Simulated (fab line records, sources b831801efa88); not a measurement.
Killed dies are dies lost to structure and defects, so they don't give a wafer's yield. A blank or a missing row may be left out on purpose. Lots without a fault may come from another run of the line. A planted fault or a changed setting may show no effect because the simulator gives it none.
Which tool did it? | flow gf180mcu | 12 lots, 36 wafers sampled, at 4 steps of a route of 602

WHAT THE GAUGES READ, wafer by wafer
GF_POLY_GATE_CD_MEAS_10: target cd 280 nm. Usual: cd_nm 280.4 nm, standard deviation 1.2.
lot  | measured     | on        | cd_nm (nm)        | flag
L311 | day 9 12:02  | cd_sem-01 | 279.2 279.4 277.8 |
L312 | day 9 22:03  | cd_sem-01 | 279.7 279.9 280.4 |
L314 | day 10 07:10 | cd_sem-01 | 278.4 279.3 279.4 |
L315 | day 10 15:38 | cd_sem-01 | 282.2 281.0 280.7 |
L316 | day 10 23:06 | cd_sem-02 | 280.7 281.2 280.3 |
L323 | day 13 02:23 | cd_sem-02 | 281.1 282.0 280.9 |
L325 | day 13 15:27 | cd_sem-02 | 279.9 279.6 279.9 |
L328 | day 14 13:10 | cd_sem-01 | 280.3 278.8 280.4 |
L329 | day 14 20:47 | cd_sem-02 | 282.3 281.6 283.1 |
L330 | day 15 05:08 | cd_sem-01 | 281.4 280.4 279.9 |
L331 | day 15 15:26 | cd_sem-01 | 280.0 282.1 280.5 |
L332 | day 15 16:46 | cd_sem-01 | 278.0 278.2 277.8 |

GF_PSD_RS_MEAS_14: measures by four-point-probe. Usual: NSD_RS 45.90 ohm/sq, standard deviation 0.095.
lot  | measured     | on            | NSD_RS (ohm/sq)   | flag
L311 | day 14 17:29 | film_metro-03 | 45.88 45.92 45.84 |
L312 | day 15 02:17 | film_metro-03 | 45.82 45.88 45.78 |
L314 | day 15 13:05 | film_metro-02 | 49.41 49.40 49.53 | OFF
L315 | day 15 22:26 | film_metro-03 | 49.22 49.21 49.24 | OFF
L316 | day 16 07:20 | film_metro-02 | 45.91 45.92 45.93 |
L323 | day 18 21:37 | film_metro-03 | 45.90 45.77 45.87 |
L325 | day 19 13:47 | film_metro-03 | 45.74 45.63 45.74 |
L328 | day 20 14:46 | film_metro-02 | 45.90 45.90 45.91 |
L329 | day 21 01:50 | film_metro-02 | 45.89 45.97 45.96 |
L330 | day 21 09:19 | film_metro-01 | 45.86 45.87 46.00 |
L331 | day 21 18:50 | film_metro-01 | 45.92 45.99 46.00 |
L332 | day 21 20:58 | film_metro-02 | 45.93 46.02 45.96 |

GF_PSD_RS_MEAS_15: measures by four-point-probe. Usual: PSD_RS 108.63 ohm/sq, standard deviation 0.29.
lot  | measured     | on            | PSD_RS (ohm/sq)      | flag
L311 | day 14 17:36 | film_metro-03 | 108.42 108.60 109.09 |
L312 | day 15 02:25 | film_metro-03 | 108.47 108.39 108.28 |
L314 | day 15 13:13 | film_metro-02 | 127.47 127.34 127.27 | OFF
L315 | day 15 22:33 | film_metro-03 | 126.76 126.89 127.23 | OFF
L316 | day 16 07:28 | film_metro-02 | 108.72 108.62 108.81 |
L323 | day 18 21:44 | film_metro-03 | 108.72 108.87 109.08 |
L325 | day 19 13:55 | film_metro-03 | 108.26 108.44 108.30 |
L328 | day 20 14:53 | film_metro-02 | 108.55 108.28 108.65 |
L329 | day 21 01:57 | film_metro-02 | 108.71 108.58 108.53 |
L330 | day 21 09:26 | film_metro-01 | 108.63 108.83 108.67 |
L331 | day 21 18:57 | film_metro-01 | 108.53 108.84 108.39 |
L332 | day 21 21:05 | film_metro-02 | 108.46 108.37 108.39 |

WHICH TOOL RAN EACH LOT (tool, then ch and the chambers of the sampled wafers, then the start)
lot  | GF_PSD_RTA_13
L311 | rtp_anneal-01 ch 0, day 14 17:23
L312 | rtp_anneal-01 ch 0, day 15 02:13
L314 | rtp_anneal-01 ch 0, day 15 13:01
L315 | rtp_anneal-01 ch 0, day 15 22:20
L316 | rtp_anneal-02 ch 0, day 16 07:16
L323 | rtp_anneal-01 ch 0, day 18 21:32
L325 | rtp_anneal-02 ch 0, day 19 13:43
L328 | rtp_anneal-01 ch 0, day 20 14:40
L329 | rtp_anneal-01 ch 0, day 21 01:44
L330 | rtp_anneal-01 ch 0, day 21 09:13
L331 | rtp_anneal-01 ch 0, day 21 18:44
L332 | rtp_anneal-01 ch 0, day 21 20:52
- GF_PSD_RTA_13: time 20 s.

WHAT THE TOOLS THEMSELVES READ (means of the sampled wafers that have a number; where no wafer has one, the mark that the record gives instead)
GF_PSD_RTA_13. Usual: lamp_power_pct 34.49 %, standard deviation 0.2; wafer_temp_C_max 1028.3, standard deviation 0.83.
lot  | tool          | lamp_power_pct (%) | wafer_temp_C_max | flag
L311 | rtp_anneal-01 | 34.64              | 1028.1           |
L312 | rtp_anneal-01 | 34.60              | 1027.7           |
L314 | rtp_anneal-01 | 32.20              | 1001.0           | OFF
L315 | rtp_anneal-01 | 32.16              | 1000.2           | OFF
L316 | rtp_anneal-02 | 34.20              | 1029.2           |
L323 | rtp_anneal-01 | 34.63              | 1027.6           |
L325 | rtp_anneal-02 | 34.23              | 1028.6           |
L328 | rtp_anneal-01 | 34.66              | 1028.6           |
L329 | rtp_anneal-01 | 34.65              | 1028.6           |
L330 | rtp_anneal-01 | 34.63              | 1027.9           |
L331 | rtp_anneal-01 | 34.66              | 1027.6           |
L332 | rtp_anneal-01 | 34.66              | 1027.8           |

THE ANSWER, worked out from the rows above alone
Rule: a lot is off if the mean of its wafers that have a number lies more than 3 standard deviations from the usual mean. A lot without any number at a reading at which 4 lots or more have one is off too. The other lots that the step has rows for count as sound. The gauges are gone through in route order, then the tools' own readings, and for those a lot's mean is taken as printed above. The first step at which some lot is off is used, and at that step the reading that is off furthest; a lot without a number counts as furthest.
Off: L314, L315, at GF_PSD_RS_MEAS_14 (NSD_RS).
A tool fits if, at a process step before that reading, it ran every lot that is off, and no sound lot after the first of them. The gauges at GF_PSD_RS_MEAS_14 aren't tried: what is off there is off at GF_PSD_RTA_13 too, on other tools, and a gauge's error can't cause that. None of those tried fits.

WHAT THE SIMULATOR HAD PUT IN
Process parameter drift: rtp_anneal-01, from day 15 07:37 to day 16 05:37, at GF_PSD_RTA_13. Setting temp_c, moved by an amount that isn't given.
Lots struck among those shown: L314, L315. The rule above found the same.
